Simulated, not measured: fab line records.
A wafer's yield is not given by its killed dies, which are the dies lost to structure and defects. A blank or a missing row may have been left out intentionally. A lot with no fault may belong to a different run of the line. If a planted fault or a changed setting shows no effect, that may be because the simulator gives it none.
Comparing a struck lot with a sound one	flow sky130	32 steps out of a route of 708
Sound: wafers L800.2, L800.3, L800.5. Struck: wafer L813.2 (L813.1, L813.3, from the same lot, were not struck and are left out); the cause is given at the end.
For every step that has rows: the tool of each side, followed by ch and its chambers, followed by its first start. Under that, the readings that differ: sound wafers	struck wafers	difference of the means	sigmas: that difference in standard deviations of wafers without a fault.
alike: a reading whose means differ by less than 2 such deviations, as well as words and numbers matching on both sides. not compared: withheld readings; readings where some wafer has no value; bounds like >300 that might hide an equal value; numbers whose values overlap and for which the record gives no deviation.
Wherever a step has rows on one side only, a row that says differs or no value, or a row with sigmas, the two part there. When numbers do not overlap yet have no deviation, they are printed without sigmas and do not part them. Lack of a reading on every wafer of one side parts them only where that side has two or more wafers.

first, 4 steps without rows for these wafers: SKY_VIA1_STRIP_17 (strips in post etch residue remover, time 1200 s); SKY_VIA1_CLEAN_18 (cleans in IPA, time 180 s); SKY_VIA1_CLEAN_19 (cleans in O3/DIW); SKY_VIA1_SPUTTER_20 (material TiN, target thk 20 nm, time 80 s).
SKY_VIA1_CVD_21: deposits W, target thk 270 nm, time 80.902 s.
  sound on cvd w-01 ch 0,1, day 35 13:32; struck on cvd w-02 ch 1, day 39 09:44
  alike: heater power w
SKY_VIA1_RS_MEAS_22: the measuring method here is four-point-probe.
  struck on film metro-04, day 39 09:50; sound on film metro-04, day 35 13:39
  alike: VIA1_W_RS
SKY_VIA1_THK_MEAS_23: measures by xrf.
  struck on film metro-04, day 39 09:57; sound on film metro-04, day 35 13:46
  alike: VIA1_W_THK
SKY_VIA1_CMP_24: polishes, stops on SiO2, t overpolish 15 s, target thk 0 nm.
  sound on cmp-02 ch 0,1, day 35 13:49; struck on cmp-02 ch 0, day 39 10:01
  alike: motor current A, overpolish run s, time to endpoint s
then, 2 steps without rows for these wafers: SKY_METAL2_SPUTTER_00 (material Ti, target thk 15 nm, time 10 s); SKY_METAL2_SPUTTER_01 (material TiN, target thk 20 nm, time 16.7 s).
SKY_METAL2_SPUTTER_02: material AlCu, target thk 250 nm, time 13.3 s.
  struck on pvd sputter-03, day 39 10:22; sound on pvd sputter-01, day 35 14:10
  alike: cathode dc power W, throttle valve pct
then, 1 step without rows for these wafers: SKY_METAL2_SPUTTER_03 (material Ti, target thk 5 nm, time 3.3 s).
SKY_METAL2_SPUTTER_04: material TiN, target thk 70 nm, time 58.3 s.
  struck on pvd sputter-03, day 39 10:24; sound on pvd sputter-01, day 35 14:12
reading	sound	struck	difference	sigmas
model.TiN_of_METAL2_SPUTTER_04.thk nm (nm)	69.16 69.74 70.21	82.32	+12.62	
  alike: cathode dc power W, throttle valve pct
SKY_METAL2_RS_MEAS_05: the measuring method here is four-point-probe.
  struck on film metro-04, day 39 10:44; sound on film metro-03, day 35 14:16
reading	sound	struck	difference	sigmas
METAL2_ALCU_RS (ohm/sq)	0.1279 0.1261 0.1273	0.1241	-0.0030	-2
  not compared: hold
SKY_METAL2_THK_MEAS_06: measures by xrf.
  struck on film metro-04, day 39 11:54; sound on film metro-03, day 35 14:23
reading	sound	struck	difference	sigmas
hold	- - -	await dispo/1.0h/release	no value on the sound wafers	
  alike: METAL2_ALCU_THK
then, 8 steps without rows for these wafers: SKY_METAL2_DEHYDRATE_07 (time 60 s); SKY_METAL2_HMDS_08 (prime time 60 s); SKY_METAL2_COAT_09 (resist thk 60 nm); SKY_METAL2_COAT_10 (resist thk 450 nm); SKY_METAL2_SOFTBAKE_11 (time 90 s); SKY_METAL2_EXPOSE_12 (exposes mask MM2, target cd 140 nm); SKY_METAL2_PEB_13; SKY_METAL2_DEVELOP_14 (develop time 60 s).
SKY_METAL2_CD_MEAS_15: the cd target is 140 nm.
  struck on cd sem-02, day 40 12:17; sound on cd sem-01, day 36 16:31
  alike: cd nm
SKY_METAL2_OVL_MEAS_16:
  struck on overlay-01, day 40 12:25; sound on overlay-01, day 36 16:37
  alike: METAL2_OVL
then, 1 step without rows for these wafers: SKY_METAL2_DESCUM_17 (chemistry O2, time 8 s).
SKY_METAL2_ETCH_18: etches BARC in N2/H2, stops on SiO2, time 45.9 s, target depth 60 nm.
  sound on rie metal-04 ch 0,1, day 36 16:41; struck on rie metal-01 ch 0, day 40 12:29
  alike: drypump motor current A, oes product au, throttle valve pct
  not compared: rf hours counter h
SKY_METAL2_METAL_ETCH_19: etches the open film in Cl2/BCl3, stops on SiO2, target depth 360 nm, time 78 s.
  sound on rie metal-04 ch 0,1, day 36 16:44; struck on rie metal-01 ch 0, day 40 12:32
reading	sound	struck	difference	sigmas
throttle valve pct (%)	22.272 22.263 22.260	22.237	-0.028	-3
  alike: drypump motor current A, oes product au
  not compared: rf hours counter h
then, 1 step without rows for these wafers: SKY_METAL2_STRIP_20 (strips in O2/N2).
SKY_METAL2_STRIP_21: strips in post etch residue remover, time 1200 s.
  sound on wet bench-04 ch 2, day 36 16:56; struck on wet bench-03 ch 3, day 40 12:44
reading	sound	struck	difference	sigmas
model.TiN_of_METAL2_SPUTTER_04.thk nm (nm)	68.74 69.31 69.79	81.9	+12.6	
then, 1 step without rows for these wafers: SKY_METAL2_CLEAN_22 (cleans in IPA, time 180 s).
SKY_PAD_OPEN_PROBE_99:
  sound wafers here have rows in the record (prober-01, day 47 07:04); struck ones have none

== WHERE THEY PART ==
Last at SKY_PAD_OPEN_PROBE_99 as far as this record goes, first at SKY_METAL2_RS_MEAS_05.

WHY: what the simulator had put in
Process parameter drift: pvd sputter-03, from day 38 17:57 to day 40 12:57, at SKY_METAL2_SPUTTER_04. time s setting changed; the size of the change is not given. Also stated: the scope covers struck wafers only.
